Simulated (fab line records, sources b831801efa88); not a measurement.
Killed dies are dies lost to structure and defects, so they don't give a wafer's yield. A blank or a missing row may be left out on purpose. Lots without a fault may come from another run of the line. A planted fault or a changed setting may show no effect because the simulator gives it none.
fab line records | flow gf180mcu
record lots=5 wafers=15 last_day=34
route steps=602 shown STI@29 DNWELL@32 NWELL@42 LVPWELL@54 MVSD@66
lots that met no fault: from a run of the same line without faults
start_h: hours from the record's first day to the start of the lot's first wafer shown | wait_h: hours since the lot's step before | " the same as in the row above | L1.1+2: a row that stands for several wafers | - no value, or no start given | * or withheld: withheld | < > ~ a bound
route shown NAME@n: a module of which the file shows steps, and the number in the route of the first | usual: mean/standard deviation of fault-free wafers | same: alike in all rows | chamber/n: place in a boat | sites: the reading at each site | _std_site: their standard deviation | _edge_site: outer sites' mean less inner sites' | radius_mm: how far each site lies from the wafer's centre | mask NAME#n: copy n | behind: the tool/chamber that last shaped the wafer | hold: why the lot was held/for how many hours/how that ended | device: the transistor (n, p or np) that didn't switch | end of line: the same wafers' tests at the end of the route | a step without rows: its recipe alone | killed: dies lost to structure and defects at the first sort, not the wafer's yield | map: a wafer's dies, x killed, . not, _ none there
set.NAME: the setting as run; set.NAME@STEP: as run at that earlier step | model.NAME: the simulator's own value behind a step, which no gauge read
lots at some steps of the route; a table a step, a row a wafer
services: from which hour (start_h, from the record's first day; less than 0 if before it) a tool's chamber was out of use, for how many hours, and why
## steps
# step GF_STI_WET_ETCH_28
# recipe chemistry=dHF target_depth_nm=20 dry=ipa_marangoni target=SiO2 temp_c=25 dilution=10:1 time_s=40
# columns lot.wafer tool chamber start_h wait_h
L081.1+2+6 wet_bench-04 1 64.74 0.0
L084.1+3+4 wet_bench-03 2 84.63 0.0
L085.1+2+3 wet_bench-04 0 88.61 0.0
L093.2+4+6 wet_bench-04 3 125.50 0.0
L096.1+3+6 wet_bench-04 1 144.06 0.0
# step GF_STI_OXIDATION_29
# recipe temp_c=900 ambient=O2 stabilise_s=600 purge_s=300 target_thk_a=100 ox_time_s=1418
# usual spike_tc_top_C=911.0/1.1 zone_power_lower_pct=17.8/0.48 zone_power_top_pct=32.9/0.68
# same purge_s=300
# columns lot.wafer tool chamber start_h wait_h spike_tc_top_C zone_power_lower_pct zone_power_top_pct
L081.1 furnace-01 0 64.76 0.0 909.8 17.9 32.5
L081.2 " 0 " " 911.1 18.3 32.8
L081.6 " 0 " " 910.4 18.2 32.0
L084.1 furnace-01 0 88.78 4.1 912.2 18.0 32.8
L084.3 " 0 " " 910.8 18.1 32.5
L084.4 " 0 " " 912.7 18.1 32.3
L085.1 furnace-01 0 88.78 0.2 910.8 17.8 32.4
L085.2 " 0 " " 911.8 18.0 32.9
L085.3 " 0 " " 910.5 18.0 33.0
L093.2 furnace-01 0 125.67 0.2 910.0 18.3 32.4
L093.4 " 0 " " 910.8 17.9 32.8
L093.6 " 0 " " 911.7 18.0 32.6
L096.1 furnace-01 0 144.35 0.3 910.3 18.1 32.3
L096.3 " 0 " " 909.2 18.0 33.0
L096.6 " 0 " " 912.2 17.9 32.8
# step GF_STI_THK_MEAS_30
# recipe reads=SiO2_of_STI_OXIDATION_29
# usual STI_OXIDATION_02_THK=9.95/0.19
# columns lot.wafer tool chamber start_h wait_h STI_OXIDATION_02_THK[nm]
L081.1 film_metro-02 - 66.16 0.0 9.62
L081.2 " - " " 9.93
L081.6 " - " " 9.99
L084.1 film_metro-01 - 90.17 0.0 10.13
L084.3 " - " " 10.18
L084.4 " - " " 9.98
L085.1 film_metro-04 - 90.17 0.0 9.77
L085.2 " - " " 9.77
L085.3 " - " " 9.78
L093.2 film_metro-02 - 127.08 0.0 9.82
L093.4 " - " " 9.64
L093.6 " - " " 9.59
L096.1 film_metro-01 - 145.74 0.0 10.03
L096.3 " - " " 10.12
L096.6 " - " " 10.01
# step GF_DNWELL_DEHYDRATE_00
# recipe temp_c=200 time_s=60
# usual resist_line_temp_C=23.01/0.087
# columns lot.wafer tool chamber start_h wait_h resist_line_temp_C
L081.1 litho_track-04 0 72.40 6.2 23.17
L081.2 " 0 " " 23.10
L081.6 " 0 " " 23.08
L085.1 litho_track-04 0 96.05 5.9 23.09
L085.2 " 0 " " 23.07
L085.3 " 0 " " 22.81
L084.1 litho_track-01 0 96.32 6.1 23.05
L084.3 " 0 " " 23.09
L084.4 " 0 " " 22.97
L093.2 litho_track-02 0 134.38 7.3 22.89
L093.4 " 0 " " 22.92
L093.6 " 0 " " 23.09
L096.1 litho_track-02 0 152.56 6.8 22.95
L096.3 " 0 " " 22.96
L096.6 " 0 " " 22.96
# step GF_DNWELL_HMDS_01
# recipe prime_time_s=60 prime_temp_c=120
# usual resist_line_temp_C=23.02/0.098
# columns lot.wafer tool chamber start_h wait_h resist_line_temp_C
L081.1 litho_track-04 0 72.55 0.1 22.95
L081.2 " 0 " " 23.00
L081.6 " 0 " " 22.94
L085.1 litho_track-04 0 96.20 0.1 23.05
L085.2 " 0 " " 23.17
L085.3 " 0 " " 23.32
L084.1 litho_track-01 0 96.47 0.1 22.98
L084.3 " 0 " " 23.18
L084.4 " 0 " " 23.11
L093.2 litho_track-02 0 134.53 0.1 23.05
L093.4 " 0 " " 23.10
L093.6 " 0 " " 23.01
L096.1 litho_track-02 0 152.71 0.1 22.99
L096.3 " 0 " " 22.98
L096.6 " 0 " " 23.00
# step GF_DNWELL_COAT_02
# recipe spin_rpm=2000 resist_thk_nm=3000
# usual resist_line_temp_C=23.01/0.1
# columns lot.wafer tool chamber start_h wait_h resist_line_temp_C
L081.1 litho_track-04 0 72.70 0.1 22.99
L081.2 " 0 " " 22.88
L081.6 " 0 " " 23.01
L085.1 litho_track-04 0 96.35 0.1 22.98
L085.2 " 0 " " 23.09
L085.3 " 0 " " 22.96
L084.1 litho_track-01 0 96.62 0.1 23.02
L084.3 " 0 " " 22.96
L084.4 " 0 " " 23.03
L093.2 litho_track-02 0 134.68 0.1 22.87
L093.4 " 0 " " 22.98
L093.6 " 0 " " 22.81
L096.1 litho_track-02 0 152.86 0.1 23.15
L096.3 " 0 " " 23.25
L096.6 " 0 " " 23.10
# step GF_DNWELL_SOFTBAKE_03
# recipe temp_c=110 time_s=withheld
# usual resist_line_temp_C=23.00/0.11
# columns lot.wafer tool chamber start_h wait_h resist_line_temp_C
L081.1 litho_track-04 0 72.85 0.1 22.87
L081.2 " 0 " " 23.16
L081.6 " 0 " " 23.03
L085.1 litho_track-04 0 96.50 0.1 22.90
L085.2 " 0 " " 22.95
L085.3 " 0 " " 22.92
L084.1 litho_track-01 0 96.77 0.1 23.10
L084.3 " 0 " " 22.93
L084.4 " 0 " " 23.07
L093.2 litho_track-02 0 134.84 0.1 22.93
L093.4 " 0 " " 23.03
L093.6 " 0 " " 23.00
L096.1 litho_track-02 0 153.01 0.1 22.89
L096.3 " 0 " " 22.85
L096.6 " 0 " " 23.01
# step GF_DNWELL_EXPOSE_04
# recipe mask_id=DNWELL target_cd_nm=1700 na=0.6 source_shape=conventional sigma_outer=0.6 dose_mj=260
# same na=0.6
# columns lot.wafer tool chamber start_h wait_h mask
L081.1+2+6 iline_stepper-01 0 - - DNWELL#0
L085.1+2+3 iline_stepper-02 0 - - DNWELL#0
L084.1+3+4 iline_stepper-02 0 - - DNWELL#0
L093.2+4+6 iline_stepper-01 0 - - DNWELL#0
L096.1+3+6 iline_stepper-01 0 - - DNWELL#0
# step GF_DNWELL_PEB_05
# recipe temp_c=115 time_s=withheld
# usual resist_line_temp_C=22.99/0.1
# columns lot.wafer tool chamber start_h wait_h resist_line_temp_C
L081.1 litho_track-04 0 - - 23.02
L081.2 " 0 " " 22.95
L081.6 " 0 " " 23.01
L085.1 litho_track-01 0 - - 23.03
L085.2 " 0 " " 22.85
L085.3 " 0 " " 22.99
L084.1 litho_track-01 0 - - 23.29
L084.3 " 0 " " 23.07
L084.4 " 0 " " 23.11
L093.2 litho_track-04 0 - - 23.00
L093.4 " 0 " " 22.88
L093.6 " 0 " " 23.08
L096.1 litho_track-02 0 - - 23.04
L096.3 " 0 " " 22.93
L096.6 " 0 " " 23.10
# step GF_DNWELL_DEVELOP_06
# recipe wall_angle_deg=90 develop_time_s=60 dev_temp_c=23
# usual resist_line_temp_C=22.98/0.11
# columns lot.wafer tool chamber start_h wait_h resist_line_temp_C
L081.1 litho_track-04 0 - - 23.01
L081.2 " 0 " " 22.89
L081.6 " 0 " " 22.79
L085.1 litho_track-01 0 - - 23.01
L085.2 " 0 " " 23.16
L085.3 " 0 " " 23.18
L084.1 litho_track-01 0 - - 22.94
L084.3 " 0 " " 23.03
L084.4 " 0 " " 22.95
L093.2 litho_track-04 0 - - 22.99
L093.4 " 0 " " 22.97
L093.6 " 0 " " 22.95
L096.1 litho_track-02 0 - - 23.19
L096.3 " 0 " " 23.06
L096.6 " 0 " " 22.94
# step GF_DNWELL_IMPLANT_07
# recipe species=P energy_kev=1500 dose_cm2=1e+13 tilt_deg=0
# columns lot.wafer tool chamber start_h wait_h
L081.1+2+6 implanter-03 0 79.15 -
L085.1+2+3 implanter-01 0 104.27 -
L084.1+3+4 implanter-03 0 104.62 -
L093.2+4+6 implanter-02 0 142.77 -
L096.1+3+6 implanter-01 0 160.61 -
# step GF_DNWELL_STRIP_08
# recipe chemistry=O2/N2 power_w=1400 pressure_mtorr=1500 platen_temp_c=247.7 o2_flow_sccm=3000 n2_flow_sccm=300 overash_fraction=0.5
# usual drypump_motor_current_A=5.8/0.36 heater_power_w=316/34 oes_product_au=0.702/0.0046 strip_time_to_endpoint_s=38.62/0.1
# columns lot.wafer tool chamber start_h wait_h drypump_motor_current_A heater_power_w oes_product_au rf_hours_counter_h strip_time_to_endpoint_s
L081.1 plasma_asher-02 1 79.30 0.1 5.9 346 0.708 40 38.71
L081.2 " 0 " " 6.0 278 0.700 40 38.74
L081.6 " 0 " " 6.0 281 0.707 - 38.73
L085.1 plasma_asher-04 0 104.42 0.1 6.4 299 0.701 44 38.77
L085.2 " 1 " " 5.4 314 0.704 44 38.79
L085.3 " 1 " " 5.4 316 0.693 - 38.82
L084.1 plasma_asher-02 0 104.77 0.1 6.0 283 0.699 43 38.56
L084.3 " 0 " " 6.0 277 0.706 - 38.65
L084.4 " 1 " " 6.0 338 0.691 - 38.67
L093.2 plasma_asher-03 1 142.90 0.1 5.5 288 0.701 54 38.51
L093.4 " 0 " " 5.5 371 0.702 - 38.52
L093.6 " 0 " " 5.5 373 0.705 - 38.49
L096.1 plasma_asher-03 1 160.76 0.1 5.5 281 0.705 55 38.68
L096.3 " 0 " " 5.5 374 0.700 - 38.75
L096.6 " 1 " " 5.5 284 0.703 - 38.77
# step GF_DNWELL_TW_MEAS_09
# usual DNWELL_TW=1353/8.3
# columns lot.wafer tool chamber start_h wait_h DNWELL_TW
L081.1 film_metro-01 - 79.40 0.1 1360
L081.2 " - " " 1361
L081.6 " - " " 1345
L085.1 film_metro-03 - 104.52 0.1 1361
L085.2 " - " " 1359
L085.3 " - " " 1356
L084.1 film_metro-02 - 104.87 0.1 1358
L084.3 " - " " 1358
L084.4 " - " " 1363
L093.2 film_metro-03 - 143.01 0.1 1354
L093.4 " - " " 1346
L093.6 " - " " 1349
L096.1 film_metro-01 - 160.86 0.1 1354
L096.3 " - " " 1346
L096.6 " - " " 1346
# step GF_NWELL_DEHYDRATE_00
# recipe temp_c=200 time_s=60
# usual resist_line_temp_C=23.00/0.12
# columns lot.wafer tool chamber start_h wait_h resist_line_temp_C
L081.1 litho_track-03 0 85.28 5.9 23.19
L081.2 " 0 " " 23.32
L081.6 " 0 " " 23.38
L085.1 litho_track-04 0 110.65 6.1 22.98
L085.2 " 0 " " 22.93
L085.3 " 0 " " 22.90
L084.1 litho_track-04 0 111.30 6.4 23.22
L084.3 " 0 " " 23.13
L084.4 " 0 " " 23.22
L093.2 litho_track-01 0 150.09 7.1 23.25
L093.4 " 0 " " 23.05
L093.6 " 0 " " 23.12
L096.1 litho_track-04 0 168.40 7.5 23.13
L096.3 " 0 " " 22.97
L096.6 " 0 " " 22.86
# step GF_NWELL_HMDS_01
# recipe prime_time_s=60 prime_temp_c=120
# usual resist_line_temp_C=22.99/0.11
# columns lot.wafer tool chamber start_h wait_h resist_line_temp_C
L081.1 litho_track-03 0 85.43 0.1 23.01
L081.2 " 0 " " 22.76
L081.6 " 0 " " 22.73
L085.1 litho_track-04 0 110.80 0.1 22.93
L085.2 " 0 " " 22.95
L085.3 " 0 " " 22.81
L084.1 litho_track-04 0 111.45 0.1 22.95
L084.3 " 0 " " 23.08
L084.4 " 0 " " 22.93
L093.2 litho_track-01 0 150.24 0.1 22.84
L093.4 " 0 " " 22.93
L093.6 " 0 " " 23.01
L096.1 litho_track-04 0 168.55 0.1 23.15
L096.3 " 0 " " 23.10
L096.6 " 0 " " 23.11
# step GF_NWELL_COAT_02
# recipe spin_rpm=2000 resist_thk_nm=3000
# usual resist_line_temp_C=23.00/0.1
# columns lot.wafer tool chamber start_h wait_h resist_line_temp_C
L081.1 litho_track-03 0 85.58 0.1 23.05
L081.2 " 0 " " 23.20
L081.6 " 0 " " 23.01
L085.1 litho_track-04 0 110.95 0.1 22.86
L085.2 " 0 " " 23.06
L085.3 " 0 " " 22.98
L084.1 litho_track-04 0 111.60 0.1 23.01
L084.3 " 0 " " 23.09
L084.4 " 0 " " 22.96
L093.2 litho_track-01 0 150.39 0.1 23.22
L093.4 " 0 " " 23.22
L093.6 " 0 " " 23.08
L096.1 litho_track-04 0 168.70 0.1 23.03
L096.3 " 0 " " 23.06
L096.6 " 0 " " 23.04
# step GF_NWELL_SOFTBAKE_03
# recipe temp_c=110 time_s=withheld
# usual resist_line_temp_C=22.98/0.1
# columns lot.wafer tool chamber start_h wait_h resist_line_temp_C
L081.1 litho_track-03 0 85.73 0.1 22.81
L081.2 " 0 " " 22.97
L081.6 " 0 " " 22.99
L085.1 litho_track-04 0 111.10 0.1 22.91
L085.2 " 0 " " 22.81
L085.3 " 0 " " 22.99
L084.1 litho_track-04 0 111.75 0.1 22.93
L084.3 " 0 " " 22.94
L084.4 " 0 " " 22.94
L093.2 litho_track-01 0 150.55 0.1 23.02
L093.4 " 0 " " 23.04
L093.6 " 0 " " 23.02
L096.1 litho_track-04 0 168.85 0.1 23.13
L096.3 " 0 " " 23.06
L096.6 " 0 " " 23.05
# step GF_NWELL_EXPOSE_04
# recipe mask_id=Nwell target_cd_nm=860 na=0.6 source_shape=conventional sigma_outer=0.6 dose_mj=260
# same na=0.6
# columns lot.wafer tool chamber start_h wait_h mask
L081.1+2+6 iline_stepper-01 0 - - Nwell#0
L085.1+2+3 iline_stepper-02 0 - - Nwell#0
L084.1+3+4 iline_stepper-02 0 - - Nwell#0
L093.2+4+6 iline_stepper-01 0 - - Nwell#0
L096.1+3+6 iline_stepper-02 0 - - Nwell#0
# step GF_NWELL_PEB_05
# recipe temp_c=115 time_s=withheld
# usual resist_line_temp_C=22.97/0.11
# columns lot.wafer tool chamber start_h wait_h resist_line_temp_C
L081.1 litho_track-03 0 - - 22.86
L081.2 " 0 " " 22.90
L081.6 " 0 " " 22.77
L085.1 litho_track-04 0 - - 22.74
L085.2 " 0 " " 22.81
L085.3 " 0 " " 22.83
L084.1 litho_track-01 0 - - 22.90
L084.3 " 0 " " 23.18
L084.4 " 0 " " 23.13
L093.2 litho_track-03 0 - - 23.08
L093.4 " 0 " " 23.07
L093.6 " 0 " " 23.14
L096.1 litho_track-03 0 - - 22.92
L096.3 " 0 " " 22.74
L096.6 " 0 " " 22.93
# step GF_NWELL_DEVELOP_06
# recipe wall_angle_deg=90 develop_time_s=60 dev_temp_c=23
# usual resist_line_temp_C=23.00/0.11
# columns lot.wafer tool chamber start_h wait_h resist_line_temp_C
L081.1 litho_track-03 0 - - 23.07
L081.2 " 0 " " 22.84
L081.6 " 0 " " 22.94
L085.1 litho_track-04 0 - - 22.85
L085.2 " 0 " " 23.07
L085.3 " 0 " " 23.10
L084.1 litho_track-01 0 - - 22.89
L084.3 " 0 " " 22.97
L084.4 " 0 " " 23.12
L093.2 litho_track-03 0 - - 23.00
L093.4 " 0 " " 23.07
L093.6 " 0 " " 22.94
L096.1 litho_track-03 0 - - 22.99
L096.3 " 0 " " 22.99
L096.6 " 0 " " 23.03
# step GF_NWELL_OVL_MEAS_07
# usual NWELL_OVL=-0.1/1.4
# columns lot.wafer tool chamber start_h wait_h NWELL_OVL[nm]
L081.1 overlay-02 - 92.23 - -0.8
L081.2 " - " " -2.4
L081.6 " - " " 0.2
L085.1 overlay-02 - 118.45 - -2.1
L085.2 " - " " -0.7
L085.3 " - " " -0.2
L084.1 overlay-01 - 119.12 - -1.8
L084.3 " - " " -0.9
L084.4 " - " " -1.7
L093.2 overlay-01 - 158.43 - -1.0
L093.4 " - " " 0.1
L093.6 " - " " -0.5
L096.1 overlay-01 - 176.97 - -0.3
L096.3 " - " " -3.1
L096.6 " - " " -2.4
# step GF_NWELL_IMPLANT_08
# recipe species=P energy_kev=450 dose_cm2=1.5e+13 tilt_deg=0
# columns lot.wafer tool chamber start_h wait_h
L081.1+2+6 implanter-02 0 92.26 0.0
L085.1+2+3 implanter-02 0 118.48 0.0
L084.1+3+4 implanter-04 0 119.15 0.0
L093.2+4+6 implanter-02 0 158.49 0.0
L096.1+3+6 implanter-04 0 177.01 0.0
# step GF_NWELL_IMPLANT_09
# recipe species=P energy_kev=160 dose_cm2=4e+12 tilt_deg=0
# columns lot.wafer tool chamber start_h wait_h
L081.1+2+6 implanter-02 0 92.41 0.1
L085.1+2+3 implanter-02 0 118.63 0.1
L084.1+3+4 implanter-04 0 119.30 0.1
L093.2+4+6 implanter-02 0 158.64 0.1
L096.1+3+6 implanter-04 0 177.16 0.1
# step GF_NWELL_STRIP_10
# recipe chemistry=O2/N2 power_w=1400 pressure_mtorr=1500 platen_temp_c=250 o2_flow_sccm=3000 n2_flow_sccm=300 overash_fraction=0.5
# usual drypump_motor_current_A=5.89/0.26 heater_power_w=323/29 oes_product_au=0.722/0.0043 strip_time_to_endpoint_s=37.00/0.1
# columns lot.wafer tool chamber start_h wait_h drypump_motor_current_A heater_power_w oes_product_au rf_hours_counter_h strip_time_to_endpoint_s
L081.1 plasma_asher-01 1 92.56 0.1 6.15 320 0.718 30 36.96
L081.2 " 0 " " 6.00 326 0.723 30 36.94
L081.6 " 1 " " 6.16 331 0.722 - 36.98
L085.1 plasma_asher-03 1 118.78 0.1 5.45 290 0.720 51 37.26
L085.2 " 0 " " 5.45 375 0.717 51 37.06
L085.3 " 1 " " 5.44 286 0.723 - 37.13
L084.1 plasma_asher-02 0 119.45 0.1 6.06 286 0.720 45 37.04
L084.3 " 1 " " 5.97 356 0.723 - 37.09
L084.4 " 0 " " 6.05 282 0.717 - 36.91
L093.2 plasma_asher-03 1 158.76 0.1 5.45 293 0.726 55 36.93
L093.4 " 1 " " 5.45 294 0.718 - 36.99
L093.6 " 0 " " 5.48 370 0.718 - 36.94
L096.1 plasma_asher-01 1 177.31 0.1 6.14 320 0.719 39 36.98
L096.3 " 0 " " 5.99 312 0.726 - 37.06
L096.6 " 0 " " 5.99 314 0.725 - 36.86
# step GF_NWELL_TW_MEAS_11
# usual NWELL_TW=1582/12
# columns lot.wafer tool chamber start_h wait_h NWELL_TW
L081.1 film_metro-04 - 92.66 0.1 1603
L081.2 " - " " 1592
L081.6 " - " " 1596
L085.1 film_metro-02 - 118.88 0.1 1573
L085.2 " - " " 1572
L085.3 " - " " 1572
L084.1 film_metro-04 - 119.55 0.1 1595
L084.3 " - " " 1580
L084.4 " - " " 1590
L093.2 film_metro-04 - 158.87 0.1 1599
L093.4 " - " " 1609
L093.6 " - " " 1604
L096.1 film_metro-03 - 177.41 0.1 1581
L096.3 " - " " 1573
L096.6 " - " " 1577
# step GF_LVPWELL_DEHYDRATE_00
# recipe temp_c=200 time_s=60
# usual resist_line_temp_C=23.02/0.096
# columns lot.wafer tool chamber start_h wait_h resist_line_temp_C
L081.1 litho_track-02 0 99.21 6.5 23.09
L081.2 " 0 " " 23.02
L081.6 " 0 " " 23.05
L085.1 litho_track-03 0 125.23 6.3 22.96
L085.2 " 0 " " 23.03
L085.3 " 0 " " 22.90
L084.1 litho_track-03 0 125.88 6.3 22.91
L084.3 " 0 " " 22.81
L084.4 " 0 " " 23.06
L093.2 litho_track-02 0 166.63 7.7 23.08
L093.4 " 0 " " 23.03
L093.6 " 0 " " 23.02
L096.1 litho_track-03 0 185.22 7.8 23.05
L096.3 " 0 " " 23.08
L096.6 " 0 " " 23.08
# step GF_LVPWELL_HMDS_01
# recipe prime_time_s=60 prime_temp_c=120
# usual resist_line_temp_C=23.02/0.088
# columns lot.wafer tool chamber start_h wait_h resist_line_temp_C
L081.1 litho_track-02 0 99.36 0.1 23.10
L081.2 " 0 " " 22.92
L081.6 " 0 " " 23.08
L085.1 litho_track-03 0 125.38 0.1 23.10
L085.2 " 0 " " 23.09
L085.3 " 0 " " 23.19
L084.1 litho_track-03 0 126.03 0.1 22.93
L084.3 " 0 " " 22.87
L084.4 " 0 " " 23.13
L093.2 litho_track-02 0 166.78 0.1 22.93
L093.4 " 0 " " 23.02
L093.6 " 0 " " 22.97
L096.1 litho_track-03 0 185.37 0.1 23.12
L096.3 " 0 " " 23.12
L096.6 " 0 " " 22.93
# step GF_LVPWELL_COAT_02
# recipe spin_rpm=2000 resist_thk_nm=3000
# usual resist_line_temp_C=23.01/0.11
# columns lot.wafer tool chamber start_h wait_h resist_line_temp_C
L081.1 litho_track-02 0 99.51 0.1 23.13
L081.2 " 0 " " 23.20
L081.6 " 0 " " 23.15
L085.1 litho_track-03 0 125.53 0.1 23.06
L085.2 " 0 " " 23.06
L085.3 " 0 " " 22.97
L084.1 litho_track-03 0 126.18 0.1 23.18
L084.3 " 0 " " 23.09
L084.4 " 0 " " 23.13
L093.2 litho_track-02 0 166.93 0.1 22.93
L093.4 " 0 " " 22.92
L093.6 " 0 " " 22.93
L096.1 litho_track-03 0 185.52 0.1 23.06
L096.3 " 0 " " 22.83
L096.6 " 0 " " 22.95
# step GF_LVPWELL_SOFTBAKE_03
# recipe temp_c=110 time_s=withheld
# usual resist_line_temp_C=23.00/0.11
# columns lot.wafer tool chamber start_h wait_h resist_line_temp_C
L081.1 litho_track-02 0 99.66 0.1 22.83
L081.2 " 0 " " 23.08
L081.6 " 0 " " 23.01
L085.1 litho_track-03 0 125.68 0.1 22.96
L085.2 " 0 " " 22.87
L085.3 " 0 " " 22.88
L084.1 litho_track-03 0 126.33 0.1 22.81
L084.3 " 0 " " 23.03
L084.4 " 0 " " 23.11
L093.2 litho_track-02 0 167.09 0.1 22.94
L093.4 " 0 " " 23.09
L093.6 " 0 " " 23.07
L096.1 litho_track-03 0 185.67 0.1 23.24
L096.3 " 0 " " 23.23
L096.6 " 0 " " 23.19
# step GF_LVPWELL_EXPOSE_04
# recipe mask_id=LVPWELL target_cd_nm=600 na=0.6 source_shape=conventional sigma_outer=0.6 dose_mj=260
# same na=0.6
# columns lot.wafer tool chamber start_h wait_h mask
L081.1+2+6 iline_stepper-01 0 - - LVPWELL#0
L085.1+2+3 iline_stepper-01 0 - - LVPWELL#0
L084.1+3+4 iline_stepper-01 0 - - LVPWELL#0
L093.2+4+6 iline_stepper-02 0 - - LVPWELL#0
L096.1+3+6 iline_stepper-01 0 - - LVPWELL#0
# step GF_LVPWELL_PEB_05
# recipe temp_c=115 time_s=withheld
# usual resist_line_temp_C=23.01/0.13
# columns lot.wafer tool chamber start_h wait_h resist_line_temp_C
L081.1 litho_track-02 0 - - 22.93
L081.2 " 0 " " 22.91
L081.6 " 0 " " 22.93
L085.1 litho_track-03 0 - - 23.11
L085.2 " 0 " " 22.88
L085.3 " 0 " " 23.10
L084.1 litho_track-01 0 - - 23.08
L084.3 " 0 " " 23.01
L084.4 " 0 " " 22.97
L093.2 litho_track-03 0 - - 23.06
L093.4 " 0 " " 23.10
L093.6 " 0 " " 22.99
L096.1 litho_track-01 0 - - 22.95
L096.3 " 0 " " 22.92
L096.6 " 0 " " 22.98
# step GF_LVPWELL_DEVELOP_06
# recipe wall_angle_deg=90 develop_time_s=60 dev_temp_c=21.76
# usual resist_line_temp_C=23.00/0.098
# columns lot.wafer tool chamber start_h wait_h resist_line_temp_C
L081.1 litho_track-02 0 - - 23.03
L081.2 " 0 " " 22.96
L081.6 " 0 " " 22.97
L085.1 litho_track-03 0 - - 23.10
L085.2 " 0 " " 23.07
L085.3 " 0 " " 23.11
L084.1 litho_track-01 0 - - 23.00
L084.3 " 0 " " 23.08
L084.4 " 0 " " 22.90
L093.2 litho_track-03 0 - - 23.09
L093.4 " 0 " " 23.12
L093.6 " 0 " " 23.17
L096.1 litho_track-01 0 - - 22.89
L096.3 " 0 " " 22.94
L096.6 " 0 " " 22.92
# step GF_LVPWELL_OVL_MEAS_07
# usual LVPWELL_OVL=-0.1/1.3
# columns lot.wafer tool chamber start_h wait_h LVPWELL_OVL[nm]
L081.1 overlay-02 - 107.06 - 0.0
L081.2 " - " " 0.8
L081.6 " - " " -1.3
L085.1 overlay-02 - 133.23 - 2.0
L085.2 " - " " 1.0
L085.3 " - " " -0.3
L084.1 overlay-02 - 133.92 - -0.5
L084.3 " - " " 0.0
L084.4 " - " " -0.8
L093.2 overlay-02 - 175.03 - 1.3
L093.4 " - " " -0.9
L093.6 " - " " 1.7
L096.1 overlay-02 - 194.07 - 0.6
L096.3 " - " " 0.0
L096.6 " - " " 0.0
# step GF_LVPWELL_IMPLANT_08
# recipe species=B energy_kev=170 dose_cm2=1.5e+13 tilt_deg=0
# columns lot.wafer tool chamber start_h wait_h
L081.1+2+6 implanter-04 0 107.09 0.0
L085.1+2+3 implanter-01 0 133.26 0.0
L084.1+3+4 implanter-04 0 133.95 0.0
L093.2+4+6 implanter-01 0 175.09 0.0
L096.1+3+6 implanter-01 0 194.10 0.0
# step GF_LVPWELL_IMPLANT_09
# recipe species=B energy_kev=60 dose_cm2=5e+12 tilt_deg=0
# columns lot.wafer tool chamber start_h wait_h
L081.1+2+6 implanter-04 0 107.24 0.1
L085.1+2+3 implanter-01 0 133.41 0.1
L084.1+3+4 implanter-04 0 134.10 0.1
L093.2+4+6 implanter-01 0 175.24 0.1
L096.1+3+6 implanter-01 0 194.25 0.1
# step GF_LVPWELL_STRIP_10
# recipe chemistry=O2/N2 power_w=1400 pressure_mtorr=1500 platen_temp_c=250 o2_flow_sccm=3000 n2_flow_sccm=300 overash_fraction=0.5
# usual drypump_motor_current_A=5.7/0.35 heater_power_w=326/32 oes_product_au=0.722/0.0042 strip_time_to_endpoint_s=36.97/0.096
# columns lot.wafer tool chamber start_h wait_h drypump_motor_current_A heater_power_w oes_product_au rf_hours_counter_h strip_time_to_endpoint_s
L081.1 plasma_asher-03 0 107.39 0.1 5.5 383 0.724 50 37.03
L081.2 " 1 " " 5.4 289 0.721 50 36.94
L081.6 " 1 " " 5.4 300 0.723 - 37.05
L085.1 plasma_asher-03 0 133.56 0.1 5.5 364 0.719 53 36.94
L085.2 " 1 " " 5.4 297 0.726 53 36.94
L085.3 " 1 " " 5.5 288 0.721 - 36.98
L084.1 plasma_asher-04 1 134.25 0.1 5.5 318 0.726 1 37.13
L084.3 " 0 " " 6.4 320 0.726 - 37.11
L084.4 " 1 " " 5.5 318 0.720 - 37.04
L093.2 plasma_asher-01 0 175.36 0.1 6.0 320 0.718 38 36.88
L093.4 " 0 " " 6.0 316 0.723 - 36.87
L093.6 " 0 " " 6.0 324 0.723 - 36.92
L096.1 plasma_asher-03 0 194.40 0.1 5.5 372 0.716 60 36.98
L096.3 " 1 " " 5.4 293 0.723 - 37.01
L096.6 " 0 " " 5.5 369 0.730 - 37.04
# step GF_LVPWELL_TW_MEAS_11
# usual LVPWELL_TW=561/3.6
# columns lot.wafer tool chamber start_h wait_h LVPWELL_TW
L081.1 film_metro-03 - 107.49 0.1 559
L081.2 " - " " 559
L081.6 " - " " 560
L085.1 film_metro-03 - 133.66 0.1 558
L085.2 " - " " 557
L085.3 " - " " 560
L084.1 film_metro-02 - 134.35 0.1 561
L084.3 " - " " 563
L084.4 " - " " 564
L093.2 film_metro-03 - 175.47 0.1 560
L093.4 " - " " 556
L093.6 " - " " 561
L096.1 film_metro-02 - 194.50 0.1 562
L096.3 " - " " 564
L096.6 " - " " 563
# step GF_MVSD_DEHYDRATE_00
# recipe temp_c=200 time_s=60
# usual resist_line_temp_C=22.99/0.09
# columns lot.wafer tool chamber start_h wait_h resist_line_temp_C
L081.1 litho_track-02 0 114.36 6.9 23.03
L081.2 " 0 " " 23.05
L081.6 " 0 " " 22.97
L085.1 litho_track-03 0 140.13 6.5 22.91
L085.2 " 0 " " 22.97
L085.3 " 0 " " 22.95
L084.1 litho_track-02 0 141.26 6.9 22.91
L084.3 " 0 " " 22.93
L084.4 " 0 " " 23.04
L093.2 litho_track-03 0 183.05 7.6 22.98
L093.4 " 0 " " 22.91
L093.6 " 0 " " 23.02
L096.1 litho_track-04 0 202.55 8.0 22.91
L096.3 " 0 " " 23.03
L096.6 " 0 " " 23.00
## services
# columns tool chamber start_h hours kind
plasma_asher-02 - 47.07 4.6 repair
implanter-01 - 47.56 13.1 pm
implanter-03 - 49.67 2.2 repair
iline_stepper-01 - 60.17 6.6 repair
iline_stepper-02 0 64.70 - calibration
implanter-01 - 65.85 2.0 repair
litho_track-04 - 69.27 - consumable_replace:filter
implanter-01 - 105.97 4.8 pm
iline_stepper-01 - 108.31 1.7 pm
plasma_asher-04 - 108.82 9.0 pm
plasma_asher-04 0 108.82 9.0 vent_cycle
plasma_asher-04 1 108.82 9.0 vent_cycle
iline_stepper-01 - 111.47 1.1 repair
plasma_asher-04 0 117.82 - clean
plasma_asher-04 1 117.82 - clean
implanter-04 - 123.02 3.5 repair
plasma_asher-01 - 123.65 0.8 repair
iline_stepper-02 - 152.01 1.7 pm
wet_bench-03 - 154.81 8.0 repair
plasma_asher-04 - 164.67 1.5 repair
implanter-04 - 165.40 1.5 repair
implanter-01 - 169.00 0.6 repair
plasma_asher-04 - 172.87 22.4 repair
implanter-02 - 194.06 2.4 repair
## key
fault none
